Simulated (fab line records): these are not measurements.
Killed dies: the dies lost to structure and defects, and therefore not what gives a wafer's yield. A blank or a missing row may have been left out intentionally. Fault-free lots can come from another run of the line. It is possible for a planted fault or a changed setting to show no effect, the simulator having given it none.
Matching of chambers + flow gf180mcu + GF_V3_CVD_02 on pecvd-01 has 3 sister chambers
The step deposits SiO2 from TEOS, target thk 850 nm, time 94.851 s. 16 wafers are shown with their chamber, then 8 later ones without.

## WAFERS WITH THEIR CHAMBER
| wafer  | chamber | heater power w (W) |
|--------|---------|--------------------|
| L075.1 | 1       | 705                |
| L075.2 | 0       | 471                |
| L075.5 | 2       | 721                |
| L077.1 | 1       | 743                |
| L077.3 | 0       | 494                |
| L077.6 | 1       | 774                |
| L080.2 | 1       | 665                |
| L080.4 | 2       | 715                |
| L080.6 | 1       | 709                |
| L081.1 | 0       | 467                |
| L081.3 | 1       | 755                |
| L081.4 | 1       | 616                |
| L085.2 | 2       | 636                |
| L085.4 | 1       | 724                |
| L085.6 | 2       | 683                |
| L088.2 | 0       | 411                |

SIGNATURES (averages over the wafers above)
| reading        | chamber 0 | chamber 1 | chamber 2 | scatter within a chamber |
|----------------|-----------|-----------|-----------|--------------------------|
| heater power w | 460.75    | 711.38    | 688.75    | 45.2                     |
Rule: a wafer's distance from a chamber is the root of the sum, over the readings, of the square of ((its reading less the chamber's mean) divided by the reading's scatter). The wafer belongs to the nearest chamber; if the next one is less than 2 further off, it can't be placed. The scatter: the root of (the sum of the squares of (reading less its chamber's mean) over the shown wafers, divided by (wafers less chambers)).

## WAFERS WITHOUT THEIR CHAMBER
| wafer  | heater power w (W) |
|--------|--------------------|
| L088.3 | 760                |
| L088.6 | 466                |
| L090.1 | 505                |
| L090.4 | 694                |
| L090.5 | 405                |
| L093.3 | 744                |
| L093.5 | 404                |
| L093.6 | 617                |

## EACH ONE'S CHAMBER
| wafer  | from the rows above          | in truth |
|--------|------------------------------|----------|
| L088.3 | can't be placed: 1 or 2      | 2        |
| L088.6 | 0                            | 0        |
| L090.1 | 0                            | 0        |
| L090.4 | can't be placed: 2 or 1      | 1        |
| L090.5 | 0                            | 0        |
| L093.3 | can't be placed: 1 or 2      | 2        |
| L093.5 | 0                            | 0        |
| L093.6 | can't be placed: 2 or 1 or 0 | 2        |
Placed correctly: 4 of 8. Unplaceable from these rows: 4, with the true chamber sitting among the candidates in 4. Number placed wrongly: 0.
